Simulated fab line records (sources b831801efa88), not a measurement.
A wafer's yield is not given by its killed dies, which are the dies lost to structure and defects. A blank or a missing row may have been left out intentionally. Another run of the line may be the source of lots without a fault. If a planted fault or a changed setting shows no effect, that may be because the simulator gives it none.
A struck lot beside a sound one	flow sky130	35 out of 708 route steps
Sound: wafers L879.1, L879.3, L879.5. Struck: wafer L883.6 (left out: L883.4, L883.5 of the same lot, which were not struck); the cause appears at the end.
At each step with rows: each side's tool, then ch and its chambers, then its first start. Under that, the readings that differ: sound wafers	struck wafers	difference of the means	sigmas: that difference in standard deviations of wafers without a fault.
alike: readings whose means differ by less than 2 such deviations, and words and numbers that are the same on both sides. not compared: withheld readings, readings that some wafer has no value for, bounds like >300 that may hide the same value, and numbers for which the record gives no deviation and whose values overlap.
Wherever a step has rows on one side only, a row that says differs or no value, or a row with sigmas, the two part there. When numbers do not overlap yet have no deviation, they are printed without sigmas and do not part them. Lack of a reading on every wafer of one side parts them only where that side has two or more wafers.

first, 5 steps without rows for these wafers: SKY_METAL5_SOFTBAKE_10 (time 60 s); SKY_METAL5_EXPOSE_11 (exposes mask MM5, target cd 1600 nm); SKY_METAL5_PEB_12; SKY_METAL5_DEVELOP_13 (develop time 60 s); SKY_METAL5_DESCUM_14 (chemistry O2, time 11 s).
SKY_METAL5_METAL_ETCH_15: etches the open film in Cl2/BCl3, stops on SiO2, target depth 1260 nm, time 252 s.
  sound on rie-metal-04 ch 0,1, day 45 07:11; struck on rie-metal-04 ch 1, day 46 07:47
  alike: drypump-motor-current-A, oes-product-au, throttle-valve-pct
  not compared: rf-hours-counter-h
SKY_METAL5_STRIP_16: strips in O2/N2.
  sound on plasma-asher-03 ch 0,1, day 45 07:25; struck on plasma-asher-03 ch 1, day 46 07:58
  alike: drypump-motor-current-A, oes-product-au, strip-time-to-endpoint-s
  not compared: rf-hours-counter-h
then, 3 steps without rows for these wafers: SKY_METAL5_STRIP_17 (strips in post etch residue remover, time 1200 s); SKY_METAL5_CLEAN_18 (cleans in IPA, time 180 s); SKY_METAL5_CLEAN_19 (cleans in O3/DIW).
SKY_PASSIVATION_CVD_00: deposits SiO2, target thk 90 nm.
  sound on pecvd-01 ch 1,2, day 45 08:03; struck on pecvd-01 ch 2, day 46 08:33
  alike: heater-power-w
SKY_PASSIVATION_THK_MEAS_01:
  sound on film-metro-01 at day 45 08:04; struck on film-metro-01 at day 46 08:35
  alike: PASSIVATION_CVD_00_THK
SKY_PASSIVATION_CVD_02: deposits Si3N4, target thk 540 nm.
  sound on pecvd-03 ch 0,1, day 45 08:08; struck on pecvd-03 ch 0, day 46 08:44
reading	sound	struck	difference	sigmas
model.Si3N4_of_PASSIVATION_CVD_02.thk-nm (nm)	537.2 540.3 539.2	744.4	+205.5	
  alike: heater-power-w
SKY_PASSIVATION_THK_MEAS_03:
  sound on film-metro-01 at day 45 08:21; struck on film-metro-02 at day 46 08:53
reading	sound	struck	difference	sigmas
PASSIVATION_CVD_02_THK (nm)	537 540 539	744	+205	+30
then, 7 steps without rows for these wafers: SKY_PASSIVATION_DEHYDRATE_04 (time 60 s); SKY_PASSIVATION_HMDS_05 (prime time 60 s); SKY_PASSIVATION_COAT_06 (resist thk 3000 nm); SKY_PASSIVATION_SOFTBAKE_07; SKY_PASSIVATION_EXPOSE_08 (exposes mask NSM, target cd 3000 nm); SKY_PASSIVATION_PEB_09; SKY_PASSIVATION_DEVELOP_10 (develop time 60 s).
SKY_PASSIVATION_ETCH_11: etches the open film in CF4/O2, stops on AlCu, target depth 725 nm, time 161.1 s.
  sound on rie-diel-04 ch 2,3, day 46 04:30; struck on rie-diel-04 ch 2, day 47 04:16
reading	sound	struck	difference	sigmas
oes-product-au (a.u.)	0.977 0.974 0.987	0.996	+0.017	+2
model.PASSIVATION.feature-depth-nm (nm)	701.3 706.3 705.7	726.7	+22.3	
model.etch.depth-nm (nm)	701.3 706.3 705.7	726.7	+22.3	
  alike: drypump-motor-current-A, throttle-valve-pct
  not compared: rf-hours-counter-h
SKY_PASSIVATION_STRIP_12: strips in O2/N2.
  sound on plasma-asher-01 ch 0,1, day 46 04:37; struck on plasma-asher-03 ch 1, day 47 04:22
reading	sound	struck	difference	sigmas
drypump-motor-current-A (A)	5.4 5.4 4.8	5.9	+0.7	+2
strip-time-to-endpoint-s (s)	31.37 31.26 31.28	31.65	+0.35	+3
  alike: oes-product-au
  not compared: rf-hours-counter-h
then, 7 steps without rows for these wafers: SKY_PAD_OPEN_DEHYDRATE_00 (time 60 s); SKY_PAD_OPEN_HMDS_01 (prime time 60 s); SKY_PAD_OPEN_COAT_02 (resist thk 3000 nm); SKY_PAD_OPEN_SOFTBAKE_03; SKY_PAD_OPEN_EXPOSE_04 (exposes mask PDM, target cd 60000 nm); SKY_PAD_OPEN_PEB_05; SKY_PAD_OPEN_DEVELOP_06 (develop time 60 s).
SKY_PAD_OPEN_ETCH_07: etches the open film in CF4/O2, stops on AlCu, target depth 725 nm, time 161.1 s.
  sound on rie-diel-03 ch 0,1,3, day 47 00:54; struck on rie-diel-03 ch 0, day 47 23:21
reading	sound	struck	difference	sigmas
oes-product-au (a.u.)	0.979 0.984 0.989	1.002	+0.018	+2
model.PAD_OPEN.feature-depth-nm (nm)	701.3 706.3 705.7	728.4	+24.0	
model.etch.depth-nm (nm)	701.3 706.3 705.7	728.4	+24.0	
  alike: drypump-motor-current-A, throttle-valve-pct
  not compared: rf-hours-counter-h
SKY_PAD_OPEN_STRIP_08: strips in O2/N2.
  sound on plasma-asher-04 ch 0, day 47 01:01; struck on plasma-asher-02 ch 0, day 47 23:26
  alike: drypump-motor-current-A, oes-product-au, strip-time-to-endpoint-s
  not compared: rf-hours-counter-h
SKY_PAD_OPEN_STRIP_09: strips in post etch residue remover, time 1200 s.
  sound on wet-bench-03 ch 1, day 47 01:07; struck on wet-bench-04 ch 3, day 47 23:31
reading	sound	struck	difference	sigmas
model.Si3N4_of_PASSIVATION_CVD_02.thk-nm (nm)	536.8 539.9 538.9	744	+205	
then, 1 step without rows for these wafers: SKY_PAD_OPEN_CLEAN_10 (cleans in IPA, time 180 s).
SKY_PAD_OPEN_PROBE_99:
  the record has rows for the struck wafers here (prober-01, day 48 01:56) and none for the sound ones

## WHERE THEY PART
First at SKY_PASSIVATION_THK_MEAS_03; last, within this record, at SKY_PAD_OPEN_PROBE_99.

WHY: what had been put in by the simulator
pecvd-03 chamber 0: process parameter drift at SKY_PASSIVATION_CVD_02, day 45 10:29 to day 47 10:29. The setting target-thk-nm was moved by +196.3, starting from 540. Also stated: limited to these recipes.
